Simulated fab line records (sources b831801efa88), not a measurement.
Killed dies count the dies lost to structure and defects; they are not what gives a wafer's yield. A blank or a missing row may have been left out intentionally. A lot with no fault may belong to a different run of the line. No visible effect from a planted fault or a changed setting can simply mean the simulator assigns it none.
Which of the tools did it? / flow sky130 / 6 lots (18 wafers sampled), 1 step of a 708-step route

== WHAT EACH GAUGE READ, for each wafer ==
SKY_VT_ADJUST_LVTN_OVL_MEAS_18.
lot=L708; measured=day 7 08:29; on=overlay-01; VT_ADJUST_LVTN_01_OVL (nm)=1.1 0.2 1.9
lot=L712; measured=day 8 02:56; on=overlay-01; VT_ADJUST_LVTN_01_OVL (nm)=-0.5 -1.0 -0.1
lot=L715; measured=day 8 14:29; on=overlay-01; VT_ADJUST_LVTN_01_OVL (nm)=-1.1 0.9 1.2
lot=L718; measured=day 8 20:34; on=overlay-02; VT_ADJUST_LVTN_01_OVL (nm)=-1.0 0.7 0.6
lot=L723; measured=day 10 02:15; on=overlay-01; VT_ADJUST_LVTN_01_OVL (nm)=-0.9 -0.9 -0.6
lot=L730; measured=day 17 17:19; on=overlay-02; VT_ADJUST_LVTN_01_OVL (nm)=-0.3 -1.5 0.5

== EACH LOT AND THE TOOL THAT RAN IT (in order: tool; ch and the chambers of the sampled wafers; start) ==
There is no process step in the record ahead of these readings.

== THE ANSWER, worked out from the rows above alone ==
Rule: what is usual is taken from the lots themselves. The widest of any qualifying gaps counts: lots, ordered by their means at a reading, are off when they make up no more than a third of the lots, leave a main group of 4 or more, and stand apart from it by 3 or more times the standard deviation of that group's means. A main group whose means are all the same, to the digits that the tables above print for the reading, isn't used. Also off: a lot with no number at a reading for which 4 or more lots have one. All remaining lots with rows at the step are treated as sound.
None of the lots is off at any reading shown; this tells nothing.

== WHAT THE SIMULATOR PUT IN ==
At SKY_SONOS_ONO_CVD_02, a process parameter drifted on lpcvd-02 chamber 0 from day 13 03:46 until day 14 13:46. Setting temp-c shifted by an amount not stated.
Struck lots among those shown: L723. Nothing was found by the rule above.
